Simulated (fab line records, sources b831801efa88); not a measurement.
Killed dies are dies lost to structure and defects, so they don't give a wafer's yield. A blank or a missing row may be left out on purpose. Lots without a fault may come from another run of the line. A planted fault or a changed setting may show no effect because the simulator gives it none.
fab line records | flow sky130
record lots=11 wafers=33 last_day=50
route steps=708 shown FIELD_ISO@15 DNWELL@44 NWELL@76 VT_ADJUST_HVTP@93 PAD_OPEN@708
lots that met no fault: from a run of the same line without faults
start_h: hours from the record's first day to the start of the lot's first wafer shown | wait_h: hours since the lot's step before | " the same as in the row above | L1.1+2: a row that stands for several wafers | - no value, or no start given | * or withheld: withheld | < > ~ a bound
route shown NAME@n: a module of which the file shows steps, and the number in the route of the first | usual: mean/standard deviation of fault-free wafers | same: alike in all rows | chamber/n: place in a boat | sites: the reading at each site | _std_site: their standard deviation | _edge_site: outer sites' mean less inner sites' | radius_mm: how far each site lies from the wafer's centre | mask NAME#n: copy n | behind: the tool/chamber that last shaped the wafer | hold: why the lot was held/for how many hours/how that ended | device: the transistor (n, p or np) that didn't switch | end of line: the same wafers' tests at the end of the route | a step without rows: its recipe alone | killed: dies lost to structure and defects at the first sort, not the wafer's yield | map: a wafer's dies, x killed, . not, _ none there
set.NAME: the setting as run; set.NAME@STEP: as run at that earlier step | model.NAME: the simulator's own value behind a step, which no gauge read
steps of the route over a sample of lots; a table a step, a row a wafer
services: from which hour (start_h, from the record's first day; less than 0 if before it) a tool's chamber was out of use, for how many hours, and why
## steps
# step SKY_FIELD_ISO_ETCH_14
# recipe chemistry=N2/H2 target=BARC ion_energy_ev=200 source_w=500 bias_w=100 pressure_mtorr=30 n2_flow_sccm=100 h2_flow_sccm=200 stop_on=SiO2 time_s=45.9 target_depth_a=600
# usual bias_w=99.94/0.3 chamber_pressure_mTorr=30.001/0.024 drypump_motor_current_A=5.7/0.49 h2_flow_sccm=200.0/0.59 oes_product_au=0.854/0.0052 throttle_valve_pct=13.224/0.0096
# columns lot.wafer tool chamber start_h wait_h bias_w chamber_pressure_mTorr drypump_motor_current_A h2_flow_sccm oes_product_au rf_hours_counter_h throttle_valve_pct
L967.1 rie_diel-03 1 28.08 0.1 99.45 30.000 6.1 200.1 0.860 48 13.234
L967.4 " 0 " " 100.07 30.025 5.9 198.8 0.851 117 13.230
L967.6 " 2 " " 100.36 29.999 5.9 199.0 0.854 - 13.215
L968.2 rie_diel-01 2 28.73 0.1 99.66 29.984 6.2 199.9 0.863 75 13.206
L968.3 " 3 " " 99.89 29.987 6.5 199.1 0.842 89 13.223
L968.4 " 0 " " 100.19 29.966 5.4 200.2 0.856 25 13.219
L970.1 rie_diel-03 0 32.83 0.1 - - - - - - -
L970.4 " 3 " " - - - - - - -
L970.5 " 0 " " - - - - - - -
L971.2 rie_diel-02 1 35.90 0.1 - - - - - - -
L971.3 " 3 " " - - - - - - -
L971.6 " 0 " " - - - - - - -
L980.2 rie_diel-02 3 98.62 0.1 99.52 29.999 5.9 200.0 0.856 114 13.219
L980.3 " 0 " " 99.77 30.000 5.1 200.2 0.855 92 13.230
L980.6 " 0 " " 99.58 29.962 5.1 201.2 0.851 - 13.221
L983.1 rie_diel-01 0 111.64 0.1 99.81 29.976 5.4 198.4 0.860 26 13.236
L983.3 " 2 " " 100.07 29.967 6.2 199.9 0.861 77 13.219
L983.6 " 2 " " 100.23 30.025 6.2 199.4 0.855 - 13.232
L984.2 rie_diel-03 0 118.97 0.1 100.11 30.023 5.9 200.7 0.849 118 13.221
L984.3 " 3 " " 99.94 30.004 5.0 200.7 0.858 73 13.232
L984.4 " 0 " " 100.11 29.983 5.9 200.1 0.851 - 13.232
L985.2 rie_diel-01 3 123.92 0.1 100.17 29.968 6.5 199.9 0.855 91 13.220
L985.3 " 1 " " 100.08 30.049 4.9 199.6 0.853 0 13.225
L985.5 " 1 " " 99.98 30.016 4.9 200.1 0.845 - 13.229
L988.2 rie_diel-02 0 138.63 0.1 100.35 30.008 5.1 199.9 0.852 93 13.235
L988.3 " 1 " " 100.29 30.024 6.2 200.3 0.864 140 13.215
L988.6 " 2 " " 99.31 30.036 5.6 201.0 0.857 - 13.238
L989.1 rie_diel-02 2 145.28 0.1 100.06 30.007 5.6 199.7 0.855 8 13.210
L989.5 " 2 " " 99.58 30.016 5.6 199.0 0.855 - 13.226
L989.6 " 3 " " 99.98 30.040 5.9 200.3 0.861 - 13.220
L990.1 rie_diel-03 0 151.62 0.1 100.20 29.985 5.9 199.8 0.864 119 13.220
L990.4 " 1 " " 100.14 30.024 6.0 199.9 0.853 - 13.234
L990.6 " 0 " " 100.39 30.020 5.9 200.0 0.854 - 13.231
# step SKY_FIELD_ISO_ETCH_15
# recipe chemistry=CHF3/O2 target_depth_nm=180 stop_on=Si source_w=600 bias_w=200 pressure_mtorr=40 chf3_flow_sccm=50 O2_flow_sccm=5 time_s=72
# usual O2_flow_sccm=5.003/0.013 bias_w=200.0/0.57 drypump_motor_current_A=5.7/0.49 oes_product_au=0.943/0.0079 throttle_valve_pct=8.845/0.009
# columns lot.wafer tool chamber start_h wait_h O2_flow_sccm bias_w drypump_motor_current_A oes_product_au rf_hours_counter_h throttle_valve_pct
L967.1 rie_diel-03 1 28.13 0.0 5.007 198.7 6.0 0.944 48 8.861
L967.4 " 0 " " 5.017 200.6 5.8 0.942 117 8.843
L967.6 " 2 " " 4.998 199.9 5.9 0.947 - 8.839
L968.2 rie_diel-01 2 28.78 0.0 4.988 199.5 6.2 0.937 75 8.834
L968.3 " 3 " " 5.015 200.9 6.4 0.935 89 8.864
L968.4 " 0 " " 5.003 200.2 5.4 0.938 25 8.833
L970.1 rie_diel-03 0 32.87 0.0 5.027 199.4 5.9 0.372 117 8.694
L970.4 " 3 " " 4.980 199.7 5.1 0.380 72 8.686
L970.5 " 0 " " 5.026 200.2 5.9 0.376 - 8.689
L971.2 rie_diel-02 1 35.94 0.0 5.020 200.4 6.2 0.380 138 8.679
L971.3 " 3 " " 5.020 200.3 5.9 0.376 113 8.680
L971.6 " 0 " " 4.994 201.2 5.1 0.383 - 8.679
L980.2 rie_diel-02 3 98.66 0.0 5.022 200.4 5.9 0.932 114 8.838
L980.3 " 0 " " 4.996 200.4 5.1 0.929 92 8.851
L980.6 " 0 " " 4.991 199.6 5.1 0.943 - 8.850
L983.1 rie_diel-01 0 111.68 0.0 5.015 200.2 5.4 0.938 26 8.822
L983.3 " 2 " " 5.004 199.9 6.2 0.934 77 8.851
L983.6 " 2 " " 5.000 199.4 6.2 0.952 - 8.841
L984.2 rie_diel-03 0 119.01 0.0 5.001 201.2 5.9 0.954 118 8.846
L984.3 " 3 " " 5.001 200.2 5.0 0.952 73 8.844
L984.4 " 0 " " 4.994 200.4 5.8 0.952 - 8.862
L985.2 rie_diel-01 3 123.97 0.0 4.986 200.3 6.4 0.955 91 8.827
L985.3 " 1 " " 5.019 199.7 4.9 0.953 0 8.845
L985.5 " 1 " " 5.003 199.9 4.9 0.935 - 8.841
L988.2 rie_diel-02 0 138.68 0.0 4.989 201.1 5.1 0.938 93 8.851
L988.3 " 1 " " 5.014 199.1 6.3 0.951 140 8.834
L988.6 " 2 " " 5.006 199.2 5.6 0.944 - 8.853
L989.1 rie_diel-02 2 145.33 0.0 5.009 198.9 5.6 0.946 8 8.842
L989.5 " 2 " " 5.022 199.4 5.6 0.943 - 8.851
L989.6 " 3 " " 5.016 199.4 5.9 0.952 - 8.846
L990.1 rie_diel-03 0 151.66 0.0 5.004 200.2 5.8 0.939 119 8.843
L990.4 " 1 " " 5.009 199.9 6.0 0.956 - 8.839
L990.6 " 0 " " 5.004 200.6 5.8 0.945 - 8.830
# step SKY_FIELD_ISO_STRIP_16
# recipe chemistry=O2/N2 power_w=1400 pressure_mtorr=1500 platen_temp_c=withheld o2_flow_sccm=3000 n2_flow_sccm=300 overash_fraction=0.5
# usual drypump_motor_current_A=5.6/0.42 oes_product_au=0.378/0.0048 strip_time_to_endpoint_s=3.543/0.025
# columns lot.wafer tool chamber start_h wait_h drypump_motor_current_A oes_product_au rf_hours_counter_h strip_time_to_endpoint_s
L967.1 plasma_asher-01 0 28.18 0.0 5.4 0.375 31 3.535
L967.4 " 1 " " 5.9 0.378 - 3.544
L967.6 " 1 " " 5.9 0.373 - 3.534
L968.2 plasma_asher-03 1 28.83 0.0 5.3 0.385 33 3.576
L968.3 " 0 " " 5.7 0.377 - 3.540
L968.4 " 1 " " 5.3 0.380 - 3.564
L970.1 plasma_asher-04 1 32.92 0.0 5.1 0.399 35 3.996
L970.4 " 0 " " 6.3 0.399 - 4.005
L970.5 " 1 " " 5.1 0.403 - 4.021
L971.2 plasma_asher-01 1 36.00 0.0 5.9 0.400 31 3.994
L971.3 " 1 " " 5.9 0.394 - 3.990
L971.6 " 0 " " 5.4 0.400 - 3.991
L980.2 plasma_asher-04 1 98.72 0.0 5.1 0.372 42 3.549
L980.3 " 1 " " 5.1 0.377 - 3.535
L980.6 " 0 " " 6.3 0.372 - 3.527
L983.1 plasma_asher-01 0 111.74 0.0 5.4 0.381 40 3.507
L983.3 " 1 " " 5.9 0.379 - 3.526
L983.6 " 0 " " 5.4 0.368 - 3.519
L984.2 plasma_asher-01 1 119.07 0.0 5.9 0.383 40 3.556
L984.3 " 1 " " 5.9 0.383 - 3.527
L984.4 " 0 " " 5.4 0.380 - 3.542
L985.2 plasma_asher-01 1 124.02 0.0 5.9 0.368 41 3.528
L985.3 " 1 " " 6.0 0.383 - 3.561
L985.5 " 0 " " 5.4 0.380 - 3.577
L988.2 plasma_asher-01 0 138.73 0.0 5.4 0.378 42 3.546
L988.3 " 0 " " 5.4 0.382 - 3.532
L988.6 " 0 " " 5.4 0.385 - 3.570
L989.1 plasma_asher-03 0 145.38 0.0 5.8 0.375 3 3.575
L989.5 " 1 " " 5.3 0.375 - 3.557
L989.6 " 0 " " 5.7 0.372 - 3.526
L990.1 plasma_asher-03 1 151.72 0.0 5.3 0.382 3 3.564
L990.4 " 1 " " 5.3 0.378 - 3.525
L990.6 " 1 " " 5.3 0.384 - 3.556
# step SKY_DNWELL_TW_MEAS_09
# usual DNWELL_TW=1116/9.9
# columns lot.wafer tool chamber start_h wait_h DNWELL_TW
L967.1 film_metro-01 - 36.85 0.1 1116
L967.4 " - " " 1111
L967.6 " - " " 1117
L968.2 film_metro-01 - 51.56 0.1 1116
L968.3 " - " " 1114
L968.4 " - " " 1113
L980.2 film_metro-01 - 124.43 0.1 1113
L980.3 " - " " 1111
L980.6 " - " " 1117
L983.1 film_metro-01 - 141.26 0.1 1107
L983.3 " - " " 1113
L983.6 " - " " 1106
L984.2 film_metro-01 - 152.18 0.1 1113
L984.3 " - " " 1112
L984.4 " - " " 1112
L985.2 film_metro-01 - 155.36 0.1 1116
L985.3 " - " " 1116
L985.5 " - " " 1121
L989.1 film_metro-03 - 182.00 0.1 1097
L989.5 " - " " 1102
L989.6 " - " " 1105
L988.2 film_metro-02 - 182.36 0.1 1133
L988.3 " - " " 1132
L988.6 " - " " 1129
L990.1 film_metro-01 - 190.97 0.1 1114
L990.4 " - " " 1108
L990.6 " - " " 1111
# step SKY_NWELL_OVL_MEAS_23
# usual NWELL_01_OVL=-0.9/1.6
# columns lot.wafer tool chamber start_h wait_h NWELL_01_OVL[nm]
L967.1 overlay-01 - 75.51 - -1.1
L967.4 " - " " -0.2
L967.6 " - " " -0.9
L968.2 overlay-02 - 102.86 - -1.6
L968.3 " - " " -0.5
L968.4 " - " " -0.9
L980.2 overlay-02 - 183.06 - -3.1
L980.3 " - " " -1.4
L980.6 " - " " -1.8
L983.1 overlay-02 - 203.76 - 1.2
L983.3 " - " " 0.6
L983.6 " - " " -0.8
L984.2 overlay-02 - 214.86 - -0.4
L984.3 " - " " -0.2
L984.4 " - " " -0.8
L985.2 overlay-02 - 219.17 - -0.2
L985.3 " - " " 0.7
L985.5 " - " " 1.4
L989.1 overlay-01 - 251.40 - -4.7
L989.5 " - " " -5.5
L989.6 " - " " -3.7
L988.2 overlay-01 - 252.21 - -2.5
L988.3 " - " " -2.1
L988.6 " - " " -1.4
L990.1 overlay-01 - 262.21 - -1.5
L990.4 " - " " 0.6
L990.6 " - " " 0.3
# step SKY_VT_ADJUST_HVTP_OVL_MEAS_08
# usual VT_ADJUST_HVTP_OVL=-0.5/1.2
# columns lot.wafer tool chamber start_h wait_h VT_ADJUST_HVTP_OVL[nm]
L967.1 overlay-01 - 92.78 0.1 -1.4
L967.4 " - " " -1.9
L967.6 " - " " -1.3
L968.2 overlay-02 - 121.68 0.1 0.7
L968.3 " - " " -0.5
L968.4 " - " " 1.8
L980.2 overlay-02 - 206.14 0.1 -0.6
L980.3 " - " " -1.7
L980.6 " - " " -0.6
L983.1 overlay-02 - 225.69 0.1 0.7
L983.3 " - " " -1.0
L983.6 " - " " 1.1
L984.2 overlay-01 - 239.14 0.1 0.2
L984.3 " - " " 0.7
L984.4 " - " " 0.0
L985.2 overlay-02 - 243.94 0.1 1.1
L985.3 " - " " 0.2
L985.5 " - " " 0.4
L989.1 overlay-02 - 278.22 0.1 -1.0
L989.5 " - " " -1.7
L989.6 " - " " -1.9
L988.2 overlay-01 - 279.09 0.1 -1.8
L988.3 " - " " -1.6
L988.6 " - " " -1.6
L990.1 overlay-01 - 288.58 0.1 -0.5
L990.4 " - " " 0.1
L990.6 " - " " 0.4
# step SKY_PAD_OPEN_PROBE_99
# usual killed_at_M0_to_M3=43/6.6 killed_at_M4_up=3.2/1.8 killed_at_contacts=24/5 killed_at_front_end=15/4.5 killed_at_other=0.2/0.46 killed_dies=86/8.8 killed_on_rim=16/3.4 killed_open=48/6.6 killed_short=38/6.1
# same gross_dies=492 killed_at_back_side=0
# columns lot.wafer tool chamber start_h wait_h killed_at_M0_to_M3 killed_at_M4_up killed_at_contacts killed_at_front_end killed_at_other killed_dies killed_on_rim killed_open killed_short
L967.1 prober-02 - 1050.73 0.1 44 6 26 11 0 87 23 43 44
L967.4 prober-02 - 1050.88 0.2 58 5 30 17 0 110 18 63 47
L967.6 prober-02 - 1050.98 0.2 50 1 27 20 0 98 19 59 39
L968.2 prober-01 - 1071.82 0.1 43 3 30 12 1 89 11 60 29
L968.3 prober-01 - 1071.87 0.2 47 5 19 21 1 93 15 43 50
L968.4 prober-01 - 1071.92 0.2 37 5 26 15 0 83 21 50 33
L970.1 prober-01 - 1106.04 0.1 44 4 21 423 0 492 96 50 35
L970.4 prober-01 - 1106.19 0.2 50 2 17 423 0 492 96 39 42
L970.5 prober-01 - 1106.24 0.2 36 4 21 431 0 492 96 41 37
L971.2 prober-02 - 1107.75 0.1 34 3 22 433 0 492 96 45 31
L971.3 prober-02 - 1107.80 0.2 37 4 19 432 0 492 96 50 36
L971.6 prober-02 - 1107.95 0.2 44 3 28 417 0 492 96 50 38
L984.2 prober-02 - 1184.86 0.1 42 0 16 17 0 75 19 39 36
L984.3 prober-02 - 1184.91 0.2 37 5 29 21 1 93 15 44 49
L984.4 prober-02 - 1184.96 0.2 36 4 30 16 0 86 17 50 36
L985.2 prober-01 - 1185.86 0.1 35 4 24 9 0 72 12 41 31
L985.3 prober-01 - 1185.91 0.2 43 4 20 13 0 80 18 46 34
L985.5 prober-01 - 1186.01 0.2 48 2 24 15 2 91 16 48 43
L988.2 prober-02 - 1207.77 0.1 48 4 30 15 0 97 16 53 44
L988.3 prober-02 - 1207.82 0.2 48 6 28 12 0 94 16 50 44
L988.6 prober-02 - 1207.97 0.2 42 5 18 17 0 82 15 50 32
L989.5 prober-01 - 1209.03 0.2 38 2 17 13 0 70 12 39 31
L989.6 prober-01 - 1209.08 0.2 46 9 22 14 0 91 18 46 45
L990.4 prober-01 - 1211.28 0.2 39 4 22 16 0 81 17 43 38
L990.6 prober-01 - 1211.38 0.2 53 3 21 12 0 89 17 44 45
# killed by level:class
L967.1 VIA1:geometric_particle:open=8 VIA3:geometric_particle:open=8 LOCAL_INTERCONNECT:geometric_particle:short=7 CONTACT:geometric_particle:open=7 LI_CONTACT:geometric_particle:open=6 METAL4:geometric_particle:short=6 VIA1:geometric_particle:short=5 METAL3:geometric_particle:short=5
L967.4 VIA1:geometric_particle:open=17 CONTACT:geometric_particle:open=11 VIA3:geometric_particle:open=8 FIELD_ISO:geometric_particle:short=7 CONTACT:geometric_particle:short=7 VIA2:geometric_particle:open=7 LI_CONTACT:geometric_particle:open=5 METAL2:geometric_particle:short=5
L967.6 VIA1:geometric_particle:open=13 CONTACT:geometric_particle:open=9 LI_CONTACT:geometric_particle:open=8 FIELD_ISO:geometric_particle:open=7 FIELD_ISO:geometric_particle:short=7 VIA2:geometric_particle:open=7 VIA3:geometric_particle:open=6 VIA3:geometric_particle:short=4
L968.2 LI_CONTACT:geometric_particle:open=13 VIA2:geometric_particle:open=10 CONTACT:geometric_particle:open=9 VIA1:geometric_particle:open=9 METAL2:geometric_particle:short=6 POLY_GATE:geometric_particle:open=5 VIA3:geometric_particle:open=5 CONTACT:geometric_particle:short=4
L968.3 VIA1:geometric_particle:open=12 POLY_GATE:geometric_particle:short=8 METAL2:geometric_particle:short=8 LI_CONTACT:geometric_particle:open=6 VIA1:geometric_particle:short=6 POLY_GATE:geometric_particle:open=5 VIA2:geometric_particle:open=5 LOCAL_INTERCONNECT:geometric_particle:short=5
L968.4 VIA2:geometric_particle:open=12 LI_CONTACT:geometric_particle:open=11 VIA1:geometric_particle:open=8 METAL1:geometric_particle:short=7 CONTACT:geometric_particle:open=6 FIELD_ISO:geometric_particle:open=4 CONTACT:geometric_particle:short=4 FIELD_ISO:geometric_particle:short=3
L970.1 FIELD_ISO:area_etch=407 VIA1:geometric_particle:open=13 VIA2:geometric_particle:open=7 LI_CONTACT:geometric_particle:open=6 CONTACT:geometric_particle:open=6 FIELD_ISO:geometric_particle:open=5 POLY_GATE:geometric_particle:open=5 CONTACT:geometric_particle:short=5
L970.4 FIELD_ISO:area_etch=411 VIA1:geometric_particle:open=11 VIA3:geometric_particle:open=8 VIA1:geometric_particle:short=7 CONTACT:geometric_particle:open=6 VIA3:geometric_particle:short=5 FIELD_ISO:geometric_particle:short=4 POLY_GATE:geometric_particle:short=4
L970.5 FIELD_ISO:area_etch=414 CONTACT:geometric_particle:open=8 VIA1:geometric_particle:open=8 VIA3:geometric_particle:open=8 FIELD_ISO:geometric_particle:short=5 METAL2:geometric_particle:short=5 POLY_GATE:geometric_particle:open=4 CONTACT:geometric_particle:short=4
L971.2 FIELD_ISO:area_etch=416 VIA1:geometric_particle:open=13 CONTACT:geometric_particle:open=6 POLY_GATE:geometric_particle:open=6 VIA2:geometric_particle:short=6 POLY_GATE:geometric_particle:short=5 VIA3:geometric_particle:open=5 LI_CONTACT:geometric_particle:open=4
L971.3 FIELD_ISO:area_etch=406 FIELD_ISO:geometric_particle:open=8 VIA1:geometric_particle:open=8 VIA2:geometric_particle:open=7 METAL2:geometric_particle:short=6 LI_CONTACT:geometric_particle:open=5 FIELD_ISO:geometric_particle:short=4 POLY_GATE:geometric_particle:short=4
L971.6 FIELD_ISO:area_etch=404 VIA1:geometric_particle:open=12 LI_CONTACT:geometric_particle:open=8 CONTACT:geometric_particle:open=8 VIA2:geometric_particle:open=6 VIA1:geometric_particle:short=6 CONTACT:geometric_particle:short=5 FIELD_ISO:geometric_particle:open=4
L984.2 VIA3:geometric_particle:open=9 VIA1:geometric_particle:short=7 VIA1:geometric_particle:open=7 FIELD_ISO:geometric_particle:short=6 LI_CONTACT:geometric_particle:open=6 CONTACT:geometric_particle:open=5 POLY_GATE:geometric_particle:short=4 POLY_GATE:geometric_particle:open=4
L984.3 LI_CONTACT:geometric_particle:open=10 METAL1:geometric_particle:short=7 CONTACT:geometric_particle:open=7 FIELD_ISO:geometric_particle:open=6 CONTACT:geometric_particle:short=6 VIA3:geometric_particle:open=6 VIA1:geometric_particle:short=5 VIA1:geometric_particle:open=5
L984.4 CONTACT:geometric_particle:open=10 CONTACT:geometric_particle:short=9 VIA2:geometric_particle:open=9 VIA1:geometric_particle:open=8 POLY_GATE:geometric_particle:open=7 LI_CONTACT:geometric_particle:open=6 VIA1:geometric_particle:short=5 FIELD_ISO:geometric_particle:open=4
L985.2 VIA1:geometric_particle:open=11 CONTACT:geometric_particle:open=9 CONTACT:geometric_particle:short=6 VIA2:geometric_particle:open=5 LOCAL_INTERCONNECT:geometric_particle:short=5 FIELD_ISO:geometric_particle:short=3 LI_CONTACT:geometric_particle:open=3 METAL1:geometric_particle:short=3
L985.3 VIA1:geometric_particle:open=11 CONTACT:geometric_particle:open=10 VIA1:geometric_particle:short=6 LI_CONTACT:geometric_particle:open=5 CONTACT:geometric_particle:short=5 VIA3:geometric_particle:open=5 FIELD_ISO:geometric_particle:open=4 POLY_GATE:geometric_particle:short=4
L985.5 VIA1:geometric_particle:open=10 CONTACT:geometric_particle:open=9 VIA2:geometric_particle:open=8 VIA1:geometric_particle:short=6 METAL2:geometric_particle:short=5 LI_CONTACT:geometric_particle:open=5 FIELD_ISO:geometric_particle:short=4 LOCAL_INTERCONNECT:geometric_particle:short=4
L988.2 VIA3:geometric_particle:open=10 VIA1:geometric_particle:open=10 LOCAL_INTERCONNECT:geometric_particle:short=8 LI_CONTACT:geometric_particle:open=8 METAL2:geometric_particle:short=6 CONTACT:geometric_particle:short=6 VIA2:geometric_particle:open=6 CONTACT:geometric_particle:open=5
L988.3 VIA3:geometric_particle:open=9 VIA1:geometric_particle:open=9 VIA2:geometric_particle:open=9 LI_CONTACT:geometric_particle:open=8 CONTACT:geometric_particle:open=8 METAL4:geometric_particle:short=6 FIELD_ISO:geometric_particle:short=5 LOCAL_INTERCONNECT:geometric_particle:short=5
L988.6 VIA1:geometric_particle:open=12 FIELD_ISO:geometric_particle:open=9 VIA2:geometric_particle:open=7 CONTACT:geometric_particle:open=6 VIA3:geometric_particle:open=6 LI_CONTACT:geometric_particle:open=5 METAL4:geometric_particle:short=5 POLY_GATE:geometric_particle:short=4
L989.5 VIA1:geometric_particle:open=7 VIA2:geometric_particle:open=7 CONTACT:geometric_particle:open=6 METAL1:geometric_particle:short=5 VIA3:geometric_particle:open=5 FIELD_ISO:geometric_particle:open=4 LI_CONTACT:geometric_particle:open=4 CONTACT:geometric_particle:short=4
L989.6 VIA1:geometric_particle:open=12 CONTACT:geometric_particle:open=11 VIA3:geometric_particle:open=10 METAL1:geometric_particle:short=9 METAL4:geometric_particle:short=7 POLY_GATE:geometric_particle:short=6 CONTACT:geometric_particle:short=5 VIA3:geometric_particle:short=5
L990.4 VIA1:geometric_particle:open=11 CONTACT:geometric_particle:open=10 VIA3:geometric_particle:open=6 METAL2:geometric_particle:short=5 VIA2:geometric_particle:open=5 LI_CONTACT:geometric_particle:short=4 LI_CONTACT:geometric_particle:open=4 METAL4:geometric_particle:short=4
L990.6 METAL2:geometric_particle:short=11 VIA3:geometric_particle:open=7 VIA2:geometric_particle:open=7 VIA3:geometric_particle:short=6 FIELD_ISO:geometric_particle:open=5 LI_CONTACT:geometric_particle:short=5 CONTACT:geometric_particle:open=5 METAL2:geometric_particle:open=5
## services
# columns tool chamber start_h hours kind
rie_diel-01 - 37.46 0.4 repair
rie_diel-03 3 37.53 1.4 repair
rie_diel-02 1 43.87 12.9 repair
rie_diel-01 3 62.39 5.2 repair
rie_diel-01 1 100.99 - clean
rie_diel-01 1 100.99 16.2 scheduled_down
rie_diel-01 1 100.99 16.2 vent_cycle
rie_diel-03 1 107.18 41.4 repair
plasma_asher-03 - 108.75 9.0 pm
plasma_asher-03 0 108.75 9.0 vent_cycle
plasma_asher-03 1 108.75 9.0 vent_cycle
plasma_asher-03 0 117.75 - clean
plasma_asher-03 1 117.75 - clean
rie_diel-03 2 120.53 8.6 repair
rie_diel-03 0 126.21 5.8 repair
rie_diel-01 - 128.13 0.8 repair
rie_diel-03 - 129.34 14.6 pm
rie_diel-01 3 146.22 6.2 repair
rie_diel-03 2 148.59 - clean
rie_diel-03 2 148.59 29.7 scheduled_down
rie_diel-03 2 148.59 29.7 vent_cycle
## key
first_sign step=SKY_FIELD_ISO_ETCH_14 reading=tool_record direction=missing
effect step=SKY_FIELD_ISO_ETCH_15 reading=oes_product_au direction=down sigmas=71 usual=0.943 struck=0.378
effect step=SKY_FIELD_ISO_STRIP_16 reading=strip_time_to_endpoint_s direction=up sigmas=18 usual=* struck=*
effect step=SKY_PAD_OPEN_PROBE_99 reading=killed_at_front_end direction=up sigmas=92 usual=15 struck=426
more_kills_born_at SKY_FIELD_ISO_ETCH_14@rie_diel-03=1232 SKY_FIELD_ISO_ETCH_14@rie_diel-02=1226
met_at SKY_FIELD_ISO_ETCH_14
struck_lots L970,L971
later_rows_left_out L970.1,L970.4,L970.5,L971.2,L971.3,L971.6
tester_left_out L970,L971
not_acting_at SKY_DNWELL_TW_MEAS_09,SKY_NWELL_OVL_MEAS_23,SKY_VT_ADJUST_HVTP_OVL_MEAS_08
onset_between 28.08 32.83
fault kind=skipped_step_whole tool=rie_diel-02,rie_diel-03 chamber=- onset_h=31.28 steps=SKY_FIELD_ISO_ETCH_14 scope=struck_lots_only
# tester_left_out: of these lots the tester's yield and bins aren't shown, on N5 and GAA mostly nor the transistor test; their killed dies are dies lost to structure and defects alone, not to doping, threshold or leakage, so they don't give the yield
# later_rows_left_out: the simulator's readings of these wafers behind a module that went badly wrong aren't trusted and aren't shown, but for the sort
